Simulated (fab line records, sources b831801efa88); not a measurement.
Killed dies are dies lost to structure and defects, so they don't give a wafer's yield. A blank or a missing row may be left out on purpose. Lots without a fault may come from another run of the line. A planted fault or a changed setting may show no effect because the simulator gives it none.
Split-lot experiment | flow sky130 | 5 lots, 23 wafers read, on a route of 708 steps

THE SPLIT
At SKY_LDD_N_IMPLANT_09, the setting energy_kev was moved away from the recipe's 20 on 7 of the 23 wafers read, by -5.6% to -1.6%. The other wafers ran this setting at the recipe's value.

The reading is taken at the split's own step.

THE READING
implant.drp_nm (the simulator's own value, which no gauge read), in nm, at SKY_LDD_N_IMPLANT_09. The file gives no usual value for it.

wafer  | tool, chamber at the split | energy_kev as run | against the recipe | implant.drp_nm, nm | against lot-mates on the recipe
L074.1 | implanter-01, 0            | 20                | recipe             | 7.212              | -
L074.4 | implanter-01, 0            | 20                | recipe             | 7.212              | -
L074.6 | implanter-01, 0            | 20                | recipe             | 7.212              | -
L077.1 | implanter-01, 0            | 19.68             | -1.6%              | 7.131              | -0.081
L077.5 | implanter-01, 0            | 19.68             | -1.6%              | 7.131              | -0.081
L077.2 | implanter-01, 0            | 20                | recipe             | 7.212              | -
L077.3 | implanter-01, 0            | 20                | recipe             | 7.212              | -
L077.4 | implanter-01, 0            | 20                | recipe             | 7.212              | -
L081.1 | implanter-01, 0            | 19.13             | -4.4%              | 6.993              | -0.219
L081.4 | implanter-01, 0            | 19.13             | -4.4%              | 6.993              | -0.219
L081.2 | implanter-01, 0            | 20                | recipe             | 7.212              | -
L081.5 | implanter-01, 0            | 20                | recipe             | 7.212              | -
L081.6 | implanter-01, 0            | 20                | recipe             | 7.212              | -
L082.1 | implanter-01, 0            | 18.87             | -5.6%              | 6.928              | -0.284
L082.3 | implanter-01, 0            | 18.87             | -5.6%              | 6.928              | -0.284
L082.6 | implanter-01, 0            | 18.87             | -5.6%              | 6.928              | -0.284
L082.2 | implanter-01, 0            | 20                | recipe             | 7.212              | -
L082.4 | implanter-01, 0            | 20                | recipe             | 7.212              | -
L084.1 | implanter-01, 0            | 20                | recipe             | 7.212              | -
L084.3 | implanter-01, 0            | 20                | recipe             | 7.212              | -
L084.4 | implanter-01, 0            | 20                | recipe             | 7.212              | -
L084.5 | implanter-01, 0            | 20                | recipe             | 7.212              | -
L084.6 | implanter-01, 0            | 20                | recipe             | 7.212              | -

THE FIT
A straight line over all 23 wafers: implant.drp_nm changes by +0.0503 nm for each +1% of energy_kev; r = +1.00; the points scatter about the line by 0.00018 nm.
The same after taking each lot's own level away (the mean of its wafers on the recipe; 23 wafers): +0.0503 nm for each +1%; r = +1.00; scatter 0.00018 nm.
On that fit, the largest move of energy_kev shifts the reading by 0.28 nm.
The lots' own levels span 7.2120 to 7.2120 nm.
So the lot-to-lot level changes the slope little: the two slopes agree.
Check: with one of the wafers moved furthest among these (-5.6%) left out of the fit, the line predicts -0.284 nm for it against its lot-mates. It came out at -0.284 nm against them.

OTHER SPLITS ON THESE WAFERS
These wafers also went through other splits before the reading. Each is held against what the fit with the lots' levels taken away leaves over:
other split on the same wafers             | wafers away from the commonest value | r with implant.drp_nm (lot level and that fit taken away)
SKY_VT_ADJUST_NCORE_IMPLANT_09 energy_kev  | 9                                    | +0.30
SKY_VT_ADJUST_HVTR_SOFTBAKE_03 temp_c      | 9                                    | -0.16
SKY_VT_ADJUST_HVTR_IMPLANT_09 energy_kev   | 9                                    | -0.04
SKY_VT_ADJUST_PCH_IMPLANT_08 dose_cm2      | 6                                    | -0.07
SKY_SONOS_TUNNEL_DEVELOP_06 develop_time_s | 5                                    | +0.25
SKY_SONOS_ONO_CVD_02 pressure_mtorr        | 15                                   | -0.59
SKY_GATE_OXIDE_OXIDATION_01 ox_time_s      | 15                                   | -0.57
SKY_GATE_OXIDE_IMPLANT_11 energy_kev       | 7                                    | -0.14
SKY_RES_PROTECT_SOFTBAKE_03 temp_c         | 10                                   | -0.18
SKY_POLY_GATE_IMPLANT_02 energy_kev        | 11                                   | -0.15

THE WHOLE CHAIN: every reading that the file lists as answering this split, in the file's order
step                 | what it does | reading                                                         | change (the file's fit)                | r (the file's)
SKY_LDD_N_IMPLANT_09 |              | implant.rp_nm (the simulator's own value, which no gauge read)  | +0.113 nm for each +1% of the setting  | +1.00
SKY_LDD_N_IMPLANT_09 |              | implant.drp_nm (the simulator's own value, which no gauge read) | +0.0502 nm for each +1% of the setting | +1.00

THE FILE'S OWN FIT
implant.drp_nm changes by +0.0502 nm for each +1% of energy_kev, r = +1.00.
